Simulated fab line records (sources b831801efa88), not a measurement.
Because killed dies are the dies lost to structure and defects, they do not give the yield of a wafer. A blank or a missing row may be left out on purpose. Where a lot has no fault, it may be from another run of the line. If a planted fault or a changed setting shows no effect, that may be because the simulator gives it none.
A lot that was struck, set against a sound lot    flow gf180mcu    32 steps out of a route of 602
Sound: the wafers L354.3, L354.4, L354.6. The struck wafers were L346.2, L346.4, L346.5. At the end, the cause is stated.
Each step with rows lists, per side, the tool, then ch with its chambers, then its first start. Under that, the readings that differ: sound wafers    struck wafers    difference of the means    sigmas: that difference in standard deviations of wafers without a fault.
alike: readings with means less than 2 such deviations apart, plus words and numbers identical on both sides. not compared: withheld readings, readings lacking a value on some wafer, bounds such as >300 that could conceal the same value, and numbers that have no deviation in the record and whose values overlap.
Wherever a step has rows on one side only, a row that says differs or no value, or a row with sigmas, the two part there. Non-overlapping numbers with no deviation appear without sigmas and do not part them. A reading that every wafer of one side lacks parts them only if that side has two wafers or more.

first, 4 steps without rows for these wafers: GF_VT_IMPLANT_SOFTBAKE_03 (time 60 s); GF_VT_IMPLANT_EXPOSE_04 (exposes mask LVPWELL LV AREA, target cd 600 nm); GF_VT_IMPLANT_PEB_05; GF_VT_IMPLANT_DEVELOP_06 (develop time 60 s).
GF_VT_IMPLANT_OVL_MEAS_07:
  sound: overlay-01 at day 9 09:19; struck: overlay-01 at day 7 05:25
  alike: VT_IMPLANT_OVL
following that, these wafers have no rows for 1 step: GF_VT_IMPLANT_IMPLANT_08.
GF_VT_IMPLANT_STRIP_09: strips in O2/N2.
  sound on plasma_asher-01 ch 0,1, day 9 09:31; struck on plasma_asher-03 ch 0,1, day 7 05:35
  alike: drypump_motor_current_A, heater_power_w, oes_product_au, strip_time_to_endpoint_s
  not compared: rf_hours_counter_h
GF_VT_IMPLANT_TW_MEAS_10:
  sound: film_metro-03 at day 9 09:36; struck: film_metro-03 at day 7 05:42
  alike: VT_IMPLANT_TW
then, 4 steps without rows for these wafers: GF_VT_IMPLANT_DEHYDRATE_11 (time 60 s); GF_VT_IMPLANT_HMDS_12 (prime time 60 s); GF_VT_IMPLANT_COAT_13 (resist thk 1000 nm); GF_VT_IMPLANT_SOFTBAKE_14 (time 60 s).
GF_VT_IMPLANT_EXPOSE_15: exposes mask Nwell LV AREA, target cd 860 nm.
  sound on iline_stepper-01 ch 0, day 9 17:53; struck on iline_stepper-01 ch 0, day 7 13:38
reading  sound                                            struck                                                 difference  sigmas
mask     Nwell_LV_AREA#0 Nwell_LV_AREA#0 Nwell_LV_AREA#0  LVPWELL_HV_AREA#0 LVPWELL_HV_AREA#0 LVPWELL_HV_AREA#0  differs     
  alike: focus_offset_nm
then, 2 steps without rows for these wafers: GF_VT_IMPLANT_PEB_16; GF_VT_IMPLANT_DEVELOP_17 (develop time 60 s).
GF_VT_IMPLANT_OVL_MEAS_18:
  sound: overlay-02 at day 10 02:56; struck: overlay-02 at day 7 21:13
reading                 sound        struck  difference                     sigmas
VT_IMPLANT_01_OVL (nm)  0.1 0.0 0.9  - - -   no value on the struck wafers  
following that, these wafers have no rows for 1 step: GF_VT_IMPLANT_IMPLANT_19.
GF_VT_IMPLANT_STRIP_20: strips in O2/N2.
  sound on plasma_asher-02 ch 0,1, day 10 03:08; struck on plasma_asher-01 ch 1, day 7 21:23
  alike: drypump_motor_current_A, heater_power_w, oes_product_au, strip_time_to_endpoint_s
  not compared: rf_hours_counter_h
GF_VT_IMPLANT_TW_MEAS_21:
  sound: film_metro-01 at day 10 03:14; struck: film_metro-04 at day 7 21:30
reading          sound           struck    difference  sigmas
VT_IMPLANT_2_TW  1203 1204 1209  30 30 30  -1175       -99 or more
then, 7 steps without rows for these wafers: GF_VT_IMPLANT_DEHYDRATE_22 (time 60 s); GF_VT_IMPLANT_HMDS_23 (prime time 60 s); GF_VT_IMPLANT_COAT_24 (resist thk 1000 nm); GF_VT_IMPLANT_SOFTBAKE_25 (time 60 s); GF_VT_IMPLANT_EXPOSE_26 (exposes mask LVPWELL HV AREA, target cd 860 nm); GF_VT_IMPLANT_PEB_27; GF_VT_IMPLANT_DEVELOP_28 (develop time 60 s).
GF_VT_IMPLANT_OVL_MEAS_29:
  sound: overlay-02 at day 10 21:01; struck: overlay-02 at day 8 14:14
  alike: VT_IMPLANT_02_OVL
following that, these wafers have no rows for 1 step: GF_VT_IMPLANT_IMPLANT_30.
GF_VT_IMPLANT_STRIP_31: strips in O2/N2.
  sound on plasma_asher-01 ch 0,1, day 10 21:13; struck on plasma_asher-03 ch 0,1, day 8 14:25
  alike: drypump_motor_current_A, heater_power_w, oes_product_au, strip_time_to_endpoint_s
  not compared: rf_hours_counter_h
GF_VT_IMPLANT_TW_MEAS_32:
  sound: film_metro-03 at day 10 21:19; struck: film_metro-04 at day 8 14:31
reading          sound              struck                difference  sigmas
VT_IMPLANT_3_TW  265.7 265.9 267.8  1211.2 1204.8 1208.8  +941.8      +99 or more
then, 1 step without rows for these wafers: GF_VT_IMPLANT_DEHYDRATE_33 (time 60 s).
-- here the record skips 22 days between the struck wafers' starts before and after, leaving off in module VT_IMPLANT and picking up in module PASSIVATION (first step shown: number 602 of the route) --
GF_PASSIVATION_PROBE_99:
  record: rows for the struck wafers here (prober-01, day 30 20:51), none for the sound ones

## WHERE THEY PART
First at GF_VT_IMPLANT_EXPOSE_15; last, within this record, at GF_PASSIVATION_PROBE_99.

WHY: whatever the simulator had introduced
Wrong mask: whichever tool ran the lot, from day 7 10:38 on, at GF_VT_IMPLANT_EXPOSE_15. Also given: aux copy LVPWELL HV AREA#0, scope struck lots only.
